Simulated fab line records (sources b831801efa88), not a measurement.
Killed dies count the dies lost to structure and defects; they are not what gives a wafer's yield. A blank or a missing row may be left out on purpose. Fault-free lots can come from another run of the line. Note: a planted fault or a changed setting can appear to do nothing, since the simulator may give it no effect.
fab line records -- flow gf180mcu
[record] lots = 13, wafers = 39, last_day = 34
route steps=602 shown PSD@255 SALICIDE@280 M2@378 M3@415
lots that met no fault: from a run of the same line without faults
start_h: hours from the record's first day to the start of the lot's first wafer shown -- wait_h: hours from the lot's prior step to this one -- " as in the row above -- L1.1+2: a row that stands for several wafers -- - no value present, or no start provided -- * or withheld: withheld -- < > ~ a bound
route shown NAME@n: a module of which the file shows steps, and the number in the route of the first -- usual: the fault-free wafers' mean and standard deviation -- same: alike in all rows -- chamber/n: place in a boat -- sites: each site's reading -- _std_site: standard deviation of those values -- _edge_site: mean of outer sites minus mean of inner sites -- radius_mm: for every site, how far away it sits from the centre of the wafer -- mask NAME#n: copy n -- behind: the tool/chamber that last shaped the wafer -- hold: the reason the lot was held/the length of the hold in hours/how it ended -- device: names the non-switching transistor (n, p or np) -- end of line: tests run on the same wafers once the route is complete -- where a step has no rows: the recipe by itself -- killed: the dies lost at the first sort to structure and to defects; this is not the yield of the wafer -- map: per-die view of a wafer (x killed, . not killed, _ where there is no die)
set.NAME: the setting that was run; set.NAME@STEP: the one run at that earlier step -- model.NAME: the simulator's own value behind a step, which no gauge read
a sample of lots followed through the steps of the route, with each step as a table and each wafer as a row
services: when a tool's chamber went out of use (start_h, in hours from the record's first day, below 0 if earlier), for how many hours, and the reason
[[steps]]
[step GF_PSD_CD_MEAS_07]
[recipe] target_cd_nm = 400
[usual] cd_nm = 399.6/2.3
lot.wafer,tool,chamber,start_h,wait_h,cd_nm
L518.1,cd_sem-02,-,324.04,0.1,398.8
L518.2,cd_sem-02,-,324.04,0.1,399.5
L518.6,cd_sem-02,-,324.04,0.1,397.8
L520.3,cd_sem-01,-,341.43,0.1,400.0
L520.4,cd_sem-01,-,341.43,0.1,398.4
L520.6,cd_sem-01,-,341.43,0.1,400.5
L521.2,cd_sem-01,-,345.93,0.1,397.2
L521.3,cd_sem-01,-,345.93,0.1,397.6
L521.6,cd_sem-01,-,345.93,0.1,397.6
L522.3,cd_sem-02,-,359.80,0.1,401.9
L522.5,cd_sem-02,-,359.80,0.1,401.1
L522.6,cd_sem-02,-,359.80,0.1,401.2
L523.1,cd_sem-01,-,368.86,0.2,399.3
L523.2,cd_sem-01,-,368.86,0.2,401.4
L523.3,cd_sem-01,-,368.86,0.2,399.2
L524.1,cd_sem-02,-,377.51,0.1,400.1
L524.3,cd_sem-02,-,377.51,0.1,401.1
L524.6,cd_sem-02,-,377.51,0.1,401.9
L525.1,cd_sem-01,-,387.84,0.1,396.3
L525.2,cd_sem-01,-,387.84,0.1,395.4
L525.6,cd_sem-01,-,387.84,0.1,397.4
L526.3,cd_sem-02,-,398.30,0.1,400.0
L526.4,cd_sem-02,-,398.30,0.1,397.9
L526.5,cd_sem-02,-,398.30,0.1,399.9
L527.1,cd_sem-02,-,406.77,0.1,397.6
L527.5,cd_sem-02,-,406.77,0.1,397.9
L527.6,cd_sem-02,-,406.77,0.1,398.7
L531.1,cd_sem-02,-,430.67,0.1,402.7
L531.2,cd_sem-02,-,430.67,0.1,401.2
L531.4,cd_sem-02,-,430.67,0.1,402.1
L535.1,cd_sem-01,-,473.29,0.1,394.9
L535.4,cd_sem-01,-,473.29,0.1,399.0
L535.5,cd_sem-01,-,473.29,0.1,396.2
L539.2,cd_sem-02,-,503.99,0.1,401.3
L539.4,cd_sem-02,-,503.99,0.1,401.8
L539.5,cd_sem-02,-,503.99,0.1,400.7
L540.4,cd_sem-01,-,508.67,0.1,400.8
L540.5,cd_sem-01,-,508.67,0.1,400.3
L540.6,cd_sem-01,-,508.67,0.1,399.0
[step GF_SALICIDE_SPUTTER_02]
[recipe] material = Co, target_thk_nm = 10, power_w = 1000, time_s = 20, chamber_pressure_pa = 0.4
[usual] throttle_valve_pct = 29.5/1
lot.wafer,tool,chamber,start_h,wait_h,throttle_valve_pct
L518.1,pvd_sputter-02,-,345.92,0.0,28.1
L518.2,pvd_sputter-02,-,345.92,0.0,30.4
L518.6,pvd_sputter-02,-,345.92,0.0,30.9
L520.3,pvd_sputter-02,-,364.57,0.0,30.0
L520.4,pvd_sputter-02,-,364.57,0.0,29.0
L520.6,pvd_sputter-02,-,364.57,0.0,30.2
L521.2,pvd_sputter-04,-,369.31,0.0,30.9
L521.3,pvd_sputter-04,-,369.31,0.0,28.8
L521.6,pvd_sputter-04,-,369.31,0.0,28.7
L522.3,pvd_sputter-04,-,382.68,0.0,31.0
L522.5,pvd_sputter-04,-,382.68,0.0,29.9
L522.6,pvd_sputter-04,-,382.68,0.0,28.8
L523.1,pvd_sputter-02,-,392.50,0.0,29.2
L523.2,pvd_sputter-02,-,392.50,0.0,30.5
L523.3,pvd_sputter-02,-,392.50,0.0,28.3
L524.1,pvd_sputter-02,-,401.99,0.0,30.6
L524.3,pvd_sputter-02,-,401.99,0.0,29.0
L524.6,pvd_sputter-02,-,401.99,0.0,30.2
L525.1,pvd_sputter-01,-,412.46,0.0,28.4
L525.2,pvd_sputter-01,-,412.46,0.0,31.2
L525.6,pvd_sputter-01,-,412.46,0.0,28.1
L526.3,pvd_sputter-02,-,422.66,0.0,28.9
L526.4,pvd_sputter-02,-,422.66,0.0,28.1
L526.5,pvd_sputter-02,-,422.66,0.0,28.3
L527.1,pvd_sputter-01,-,431.98,0.0,28.3
L527.5,pvd_sputter-01,-,431.98,0.0,31.3
L527.6,pvd_sputter-01,-,431.98,0.0,29.6
L531.1,pvd_sputter-02,-,456.08,0.0,30.3
L531.2,pvd_sputter-02,-,456.08,0.0,28.1
L531.4,pvd_sputter-02,-,456.08,0.0,30.6
L535.1,pvd_sputter-02,-,498.72,0.0,30.6
L535.4,pvd_sputter-02,-,498.72,0.0,28.5
L535.5,pvd_sputter-02,-,498.72,0.0,30.4
L539.2,pvd_sputter-01,-,528.80,0.0,28.1
L539.4,pvd_sputter-01,-,528.80,0.0,28.1
L539.5,pvd_sputter-01,-,528.80,0.0,28.1
L540.4,pvd_sputter-01,-,532.16,0.0,28.4
L540.5,pvd_sputter-01,-,532.16,0.0,28.1
L540.6,pvd_sputter-01,-,532.16,0.0,30.8
[step GF_SALICIDE_RS_MEAS_04]
[recipe] thk_meas_gauge = four-point-probe, reads = TiN_of_SALICIDE_SPUTTER_03+Co_of_SALICIDE_SPUTTER_02
[usual] SALICIDE_TIN_RS = 16.29/0.27
lot.wafer,tool,chamber,start_h,wait_h,hold,SALICIDE_TIN_RS[ohm/sq]
L518.1,film_metro-02,-,345.97,0.0,-,16.58
L518.2,film_metro-02,-,345.97,0.0,-,16.42
L518.6,film_metro-02,-,345.97,0.0,-,16.49
L520.3,film_metro-03,-,364.66,0.1,-,16.23
L520.4,film_metro-03,-,364.66,0.1,-,16.08
L520.6,film_metro-03,-,364.66,0.1,-,16.15
L521.2,film_metro-03,-,369.38,0.0,-,16.40
L521.3,film_metro-03,-,369.38,0.0,-,16.40
L521.6,film_metro-03,-,369.38,0.0,-,16.50
L522.3,film_metro-03,-,382.78,0.1,-,16.14
L522.5,film_metro-03,-,382.78,0.1,-,16.05
L522.6,film_metro-03,-,382.78,0.1,-,16.08
L523.1,film_metro-02,-,392.55,0.0,-,16.37
L523.2,film_metro-02,-,392.55,0.0,-,16.09
L523.3,film_metro-02,-,392.55,0.0,-,16.55
L524.1,film_metro-02,-,402.04,0.0,-,16.31
L524.3,film_metro-02,-,402.04,0.0,-,16.54
L524.6,film_metro-02,-,402.04,0.0,-,16.12
L525.1,film_metro-01,-,412.51,0.0,-,16.86
L525.2,film_metro-01,-,412.51,0.0,-,16.67
L525.6,film_metro-01,-,412.51,0.0,-,16.96
L526.3,film_metro-02,-,422.75,0.1,-,16.53
L526.4,film_metro-02,-,422.75,0.1,-,16.49
L526.5,film_metro-02,-,422.75,0.1,-,16.77
L527.1,film_metro-02,-,432.03,0.0,-,16.12
L527.5,film_metro-02,-,432.03,0.0,-,15.87
L527.6,film_metro-02,-,432.03,0.0,-,16.10
L531.1,film_metro-01,-,456.14,0.0,-,15.98
L531.2,film_metro-01,-,456.14,0.0,-,16.58
L531.4,film_metro-01,-,456.14,0.0,-,16.47
L535.1,film_metro-02,-,498.77,0.0,await_dispo/0.2h/release,26.34
L535.4,film_metro-02,-,498.77,0.0,await_dispo/0.2h/release,16.90
L535.5,film_metro-02,-,498.77,0.0,await_dispo/0.2h/release,16.27
L535.1,film_metro-02,-,499.84,1.1,-,26.29
L535.4,film_metro-02,-,499.84,1.1,-,16.90
L535.5,film_metro-02,-,499.84,1.1,-,16.28
L539.2,film_metro-01,-,528.87,0.0,-,16.13
L539.4,film_metro-01,-,528.87,0.0,-,16.07
L539.5,film_metro-01,-,528.87,0.0,-,16.34
L540.4,film_metro-02,-,532.26,0.1,-,16.37
L540.5,film_metro-02,-,532.26,0.1,-,16.34
L540.6,film_metro-02,-,532.26,0.1,-,15.98
[step GF_M2_METAL_ETCH_16]
[recipe] chemistry = Cl2/BCl3, mask_material = KrF, target_depth_nm = 750.8, stop_on = SiO2, pressure_mtorr = 8, icp_w = 800, bias_w = 140, Cl2_flow_sccm = 80, bcl3_flow_sccm = 40, time_s = 125.1
[usual] bias_w = 140.0/0.42, drypump_motor_current_A = 5.5/0.59, oes_product_au = 0.990/0.005, throttle_valve_pct = 28.230/0.01
lot.wafer,tool,chamber,start_h,wait_h,bias_w,drypump_motor_current_A,oes_product_au,rf_hours_counter_h,throttle_valve_pct
L518.1,rie_metal-02,1,443.22,0.0,139.4,4.9,0.986,4,28.239
L518.2,rie_metal-02,1,443.22,0.0,140.1,4.9,0.978,-,28.236
L518.6,rie_metal-02,1,443.22,0.0,140.0,4.9,0.985,-,28.245
L520.3,rie_metal-03,0,464.99,0.1,140.2,5.6,0.993,-,28.229
L520.4,rie_metal-03,1,464.99,0.1,140.0,5.2,0.990,-,28.224
L520.6,rie_metal-03,1,464.99,0.1,140.1,5.2,0.990,-,28.211
L521.2,rie_metal-02,0,468.79,0.0,139.8,5.0,0.995,10,28.238
L521.3,rie_metal-02,1,468.79,0.0,140.3,4.9,0.993,-,28.239
L521.6,rie_metal-02,1,468.79,0.0,139.2,4.9,0.984,-,28.255
L522.3,rie_metal-01,0,483.11,0.1,141.2,5.7,0.989,-,28.246
L522.5,rie_metal-01,1,483.11,0.1,139.6,6.7,0.991,-,28.223
L522.6,rie_metal-01,0,483.11,0.1,140.2,5.6,0.981,-,28.236
L523.1,rie_metal-02,0,493.02,0.0,140.1,5.0,0.990,10,28.213
L523.2,rie_metal-02,1,493.02,0.0,139.7,4.9,0.993,5,28.235
L523.3,rie_metal-02,0,493.02,0.0,139.8,4.9,0.982,-,28.240
L524.1,rie_metal-02,0,502.89,0.0,140.6,5.0,0.992,10,28.215
L524.3,rie_metal-02,1,502.89,0.0,140.3,4.9,1.001,-,28.233
L524.6,rie_metal-02,1,502.89,0.0,140.5,4.9,0.988,-,28.206
L525.1,rie_metal-02,1,512.87,0.0,139.8,4.9,0.986,5,28.235
L525.2,rie_metal-02,0,512.87,0.0,139.9,4.9,0.994,11,28.239
L525.6,rie_metal-02,1,512.87,0.0,140.2,4.9,0.988,-,28.229
L526.3,rie_metal-01,1,525.45,0.1,139.7,6.7,0.991,-,28.222
L526.4,rie_metal-01,0,525.45,0.1,139.7,5.7,0.990,-,28.235
L526.5,rie_metal-01,0,525.45,0.1,140.2,5.7,0.989,-,28.253
L527.1,rie_metal-02,0,532.74,0.0,139.8,4.9,0.993,11,28.247
L527.5,rie_metal-02,1,532.74,0.0,140.2,4.9,1.000,-,28.232
L527.6,rie_metal-02,0,532.74,0.0,140.2,4.9,0.995,-,28.221
L531.1,rie_metal-03,0,554.85,0.0,140.1,5.7,0.989,1,28.244
L531.2,rie_metal-03,0,554.85,0.0,139.2,5.7,0.978,-,28.232
L531.4,rie_metal-03,0,554.85,0.0,140.3,5.6,0.982,-,28.236
L535.1,rie_metal-01,1,594.00,0.0,140.3,6.7,0.998,14,28.233
L535.4,rie_metal-01,0,594.00,0.0,140.1,5.7,0.990,-,28.219
L535.5,rie_metal-01,0,594.00,0.0,139.8,5.7,0.990,-,28.224
L539.2,rie_metal-01,0,620.45,0.0,140.8,5.6,0.996,2,28.234
L539.4,rie_metal-01,1,620.45,0.0,140.0,6.7,0.998,-,28.227
L539.5,rie_metal-01,0,620.45,0.0,140.0,5.7,0.995,-,28.228
L540.4,rie_metal-03,0,622.78,0.1,139.6,5.7,0.991,-,28.225
L540.5,rie_metal-03,0,622.78,0.1,140.4,5.7,0.978,-,28.250
L540.6,rie_metal-03,1,622.78,0.1,140.0,5.2,0.990,-,28.229
[step GF_M3_THK_MEAS_06]
[recipe] thk_meas_gauge = xrf, reads = AlCu_of_M3_SPUTTER_02
[usual] M3_ALCU_THK = 454/5.5
lot.wafer,tool,chamber,start_h,wait_h,M3_ALCU_THK[nm]
L518.1,film_metro-02,-,470.70,0.1,456
L518.2,film_metro-02,-,470.70,0.1,445
L518.6,film_metro-02,-,470.70,0.1,454
L520.3,film_metro-02,-,492.22,0.1,464
L520.4,film_metro-02,-,492.22,0.1,459
L520.6,film_metro-02,-,492.22,0.1,458
L521.2,film_metro-01,-,495.62,0.1,455
L521.3,film_metro-01,-,495.62,0.1,461
L521.6,film_metro-01,-,495.62,0.1,458
L522.3,film_metro-02,-,509.65,0.1,451
L522.5,film_metro-02,-,509.65,0.1,458
L522.6,film_metro-02,-,509.65,0.1,455
L523.1,film_metro-04,-,519.60,0.1,461
L523.2,film_metro-04,-,519.60,0.1,459
L523.3,film_metro-04,-,519.60,0.1,457
L524.1,film_metro-02,-,529.56,0.1,454
L524.3,film_metro-02,-,529.56,0.1,452
L524.6,film_metro-02,-,529.56,0.1,454
L525.1,film_metro-04,-,539.13,0.1,453
L525.2,film_metro-04,-,539.13,0.1,443
L525.6,film_metro-04,-,539.13,0.1,443
L526.3,film_metro-02,-,551.72,0.1,451
L526.4,film_metro-02,-,551.72,0.1,452
L526.5,film_metro-02,-,551.72,0.1,449
L527.1,film_metro-02,-,558.94,0.1,451
L527.5,film_metro-02,-,558.94,0.1,451
L527.6,film_metro-02,-,558.94,0.1,456
L531.1,film_metro-02,-,580.57,0.1,448
L531.2,film_metro-02,-,580.57,0.1,447
L531.4,film_metro-02,-,580.57,0.1,452
L535.1,film_metro-01,-,617.81,0.1,453
L535.4,film_metro-01,-,617.81,0.1,447
L535.5,film_metro-01,-,617.81,0.1,448
L539.2,film_metro-01,-,643.83,0.1,452
L539.4,film_metro-01,-,643.83,0.1,456
L539.5,film_metro-01,-,643.83,0.1,456
L540.4,film_metro-01,-,645.85,0.1,459
L540.5,film_metro-01,-,645.85,0.1,461
L540.6,film_metro-01,-,645.85,0.1,458
[[services]]
tool,chamber,start_h,hours,kind
pvd_sputter-01,2,329.02,-,consumable_replace:kit
pvd_sputter-01,2,329.02,18.0,scheduled_down
pvd_sputter-01,2,329.02,18.0,vent_cycle
rie_metal-03,-,339.34,14.6,pm
pvd_sputter-01,-,370.15,1.7,repair
rie_metal-01,0,395.15,2.4,repair
rie_metal-03,-,422.29,2.8,pm
rie_metal-02,0,425.59,19.3,repair
pvd_sputter-02,1,444.48,-,consumable_replace:kit
pvd_sputter-02,1,444.48,18.0,scheduled_down
pvd_sputter-02,1,444.48,18.0,vent_cycle
rie_metal-02,-,488.73,0.1,repair
pvd_sputter-02,-,504.67,0.6,repair
rie_metal-01,-,507.03,0.5,repair
pvd_sputter-04,-,518.18,3.9,repair
pvd_sputter-01,1,520.85,-,consumable_replace:kit
pvd_sputter-01,1,520.85,18.0,scheduled_down
pvd_sputter-01,1,520.85,18.0,vent_cycle
pvd_sputter-04,-,527.09,1.4,repair
pvd_sputter-02,-,530.60,9.0,repair
pvd_sputter-01,-,538.07,8.1,repair
rie_metal-01,0,543.22,-,clean
rie_metal-02,1,594.03,2.3,repair
rie_metal-02,0,601.39,14.7,repair
[[key]]
[first_sign] step = GF_SALICIDE_RS_MEAS_04, reading = visit, direction = added
[effect] step = GF_SALICIDE_RS_MEAS_04, reading = SALICIDE_TIN_RS, direction = up, sigmas = 38, usual = 16.29, struck = 26.34
met_at GF_SALICIDE_SPUTTER_02
struck_lots L535
struck_wafers L535.1
tester_left_out L535
not_acting_at GF_PSD_CD_MEAS_07,GF_M2_METAL_ETCH_16,GF_M3_THK_MEAS_06
onset_between 456.08 498.72
[fault] kind = process_parameter_drift, tool = pvd_sputter-02, chamber = -, onset_h = 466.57, steps = GF_SALICIDE_SPUTTER_02, channel = target_thk_nm, offset = -3.8661, shape = step, end_h = 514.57, acts_in = these_recipes_only, stated = 10, scope = struck_wafers_only
// tester_left_out: of these lots the tester's yield and bins aren't shown, on N5 and GAA mostly nor the transistor test; their killed dies are dies lost to structure and defects alone, not to doping, threshold or leakage, so they don't give the yield
